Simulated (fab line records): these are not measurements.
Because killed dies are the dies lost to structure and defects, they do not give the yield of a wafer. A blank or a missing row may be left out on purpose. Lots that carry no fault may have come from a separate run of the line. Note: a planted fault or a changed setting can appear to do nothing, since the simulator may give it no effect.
The tool behind it: which one? -- flow sky130 -- Sampling: 11 lots, 33 wafers, 5 of 708 route steps

## WHAT THE GAUGES SHOWED, per wafer
SKY_METAL1_RS_MEAS_05: uses a four-point probe to measure. Usual: METAL1_ALCU_RS typically reads 0.1266 ohm/sq, with standard deviation 0.0014.
lot,measured,on,METAL1_ALCU_RS (ohm/sq),flag
L418,day 32 00:58,film-metro-02,0.1265 0.1263 0.1255,
L420,day 32 15:01,film-metro-02,0.1274 0.1260 0.1271,
L421,day 33 03:40,film-metro-01,0.1264 0.1274 0.1276,
L425,day 34 00:56,film-metro-04,0.1250 0.1272 0.1255,
L433,day 36 12:56,film-metro-01,0.1248 0.1252 0.1255,
L434,day 37 01:25,film-metro-02,0.1279 0.1267 0.1283,
L437,day 37 19:57,film-metro-02,0.1257 0.1265 0.1254,
L438,day 37 22:40,film-metro-04,0.1297 0.1296 0.1299,
L439,day 38 01:30,film-metro-02,0.1246 0.1267 0.1263,
L440,day 38 12:37,film-metro-01,0.1286 0.1292 0.1283,
L441,day 38 21:05,film-metro-04,0.1277 0.1271 0.1272,

SKY_METAL1_THK_MEAS_06: measures by xrf. Usual: METAL1_ALCU_THK typically reads 251 nm, with standard deviation 3.1.
lot,measured,on,METAL1_ALCU_THK (nm),flag
L418,day 32 01:05,film-metro-02,251 253 254,
L420,day 32 15:08,film-metro-02,250 254 250,
L421,day 33 03:47,film-metro-01,251 248 249,
L425,day 34 01:03,film-metro-04,254 249 253,
L433,day 36 13:03,film-metro-01,255 254 252,
L434,day 37 01:32,film-metro-02,251 253 251,
L437,day 37 20:04,film-metro-02,256 253 256,
L438,day 37 22:46,film-metro-04,246 246 245,
L439,day 38 01:37,film-metro-02,256 254 253,
L440,day 38 12:43,film-metro-01,247 244 249,
L441,day 38 21:12,film-metro-04,250 252 253,

SKY_METAL1_CD_MEAS_15 targets a cd of 140 nm. Usual: 140.0 nm for cd-nm, sd 1.6.
lot,measured,on,cd-nm (nm),flag
L418,day 33 01:33,cd-sem-02,140.3 139.5 138.5,
L420,day 33 17:39,cd-sem-02,140.0 139.4 138.4,
L421,day 34 06:01,cd-sem-02,141.4 141.9 141.7,
L425,day 35 03:52,cd-sem-01,137.6 136.9 133.6,
L433,day 37 15:36,cd-sem-02,140.1 140.4 141.7,
L434,day 38 02:43,cd-sem-01,139.9 139.2 138.1,
L437,day 38 23:55,cd-sem-02,138.6 139.6 138.4,
L438,day 39 00:03,cd-sem-02,141.1 141.5 139.9,
L439,day 39 02:37,cd-sem-02,142.4 142.8 142.1,
L440,day 39 12:37,cd-sem-01,139.9 140.0 138.9,
L441,day 39 21:54,cd-sem-02,139.1 138.8 139.3,

## WHAT TOOL EACH LOT RAN ON (gives the tool, then ch and the chambers of the sampled wafers, and finally the start)
lot,SKY_CONTACT_ETCH_17,SKY_METAL1_EXPOSE_12
L418,"rie-diel-01 ch 0,1, day 31 23:16","krf-scanner-02 ch 0, day 32 12:51"
L420,"rie-diel-02 ch 0,2,3, day 32 13:33","krf-scanner-02 ch 0, day 33 04:26"
L421,"rie-diel-01 ch 1,2, day 33 02:10","krf-scanner-02 ch 0, day 33 16:56"
L425,"rie-diel-01 ch 0,1,3, day 33 23:27","krf-scanner-02 ch 0, day 34 14:30"
L433,"rie-diel-03 ch 0,1,2, day 36 11:26","krf-scanner-02 ch 0, day 37 02:05"
L434,"rie-diel-02 ch 0,3, day 36 23:48","krf-scanner-02 ch 0, day 37 14:57"
L437,"rie-diel-02 ch 0,2,3, day 37 18:23","krf-scanner-01 ch 0, day 38 11:50"
L438,"rie-diel-03 ch 0,1, day 37 21:04","krf-scanner-01 ch 0, day 38 12:05"
L439,"rie-diel-03 ch 0,1, day 37 23:34","krf-scanner-01 ch 0, day 38 14:45"
L440,"rie-diel-02 ch 1,2,3, day 38 11:06","krf-scanner-01 ch 0, day 39 01:05"
L441,"rie-diel-01 ch 1,2,3, day 38 19:31","krf-scanner-01 ch 0, day 39 09:29"
- SKY_CONTACT_ETCH_17: etches SiO2 in C4F8/O2/Ar, stops on Si3N4, target depth 340 nm.
- SKY_METAL1_EXPOSE_12: exposes mask MM1, target cd 140 nm.

## WHAT THE TOOLS THEMSELVES READ (means of the sampled wafers that have a number; where no wafer has one, the mark that the record gives instead)
SKY_CONTACT_ETCH_17. Usual: oes-product-au 0.892 a.u., standard deviation 0.0046; rf-fwd-power-W 1488 W, standard deviation 5.6.
lot,tool,oes-product-au (a.u.),rf-fwd-power-W (W),flag
L418,rie-diel-01,0.894,1483,
L420,rie-diel-02,0.895,1493,
L421,rie-diel-01,0.894,1488,
L425,rie-diel-01,0.891,1484,
L433,rie-diel-03,0.890,1486,
L434,rie-diel-02,0.891,1491,
L437,rie-diel-02,0.895,1494,
L438,rie-diel-03,0.893,1490,
L439,rie-diel-03,0.889,1486,
L440,rie-diel-02,0.898,1490,
L441,rie-diel-01,0.888,1486,

SKY_METAL1_EXPOSE_12. Usual: 22.98 C for reticle-temp-C, sd 0.1.
lot,tool,reticle-temp-C (C),flag
L418,krf-scanner-02,22.88,
L420,krf-scanner-02,22.89,
L421,krf-scanner-02,22.88,
L425,krf-scanner-02,23.02,
L433,krf-scanner-02,22.99,
L434,krf-scanner-02,23.05,
L437,krf-scanner-01,23.02,
L438,krf-scanner-01,22.94,
L439,krf-scanner-01,23.03,
L440,krf-scanner-01,22.96,
L441,krf-scanner-01,23.04,

## THE ANSWER, worked out from the rows above alone
Rule: a lot is off if the mean of its wafers that have a number lies more than 3 standard deviations from the usual mean. Also off: a lot with no number at a reading for which 4 or more lots have one. Where the step has rows for the other lots, those lots are counted as sound. First the gauges in route order, then the tools' own readings, where a lot's mean is used as printed above. At the first step where some lot is off, the reading lying furthest off is the one used; lots without a number count as furthest.
Across all readings shown, no lot is off: no conclusion can be drawn from this.

## WHAT THE SIMULATOR HAD PUT IN
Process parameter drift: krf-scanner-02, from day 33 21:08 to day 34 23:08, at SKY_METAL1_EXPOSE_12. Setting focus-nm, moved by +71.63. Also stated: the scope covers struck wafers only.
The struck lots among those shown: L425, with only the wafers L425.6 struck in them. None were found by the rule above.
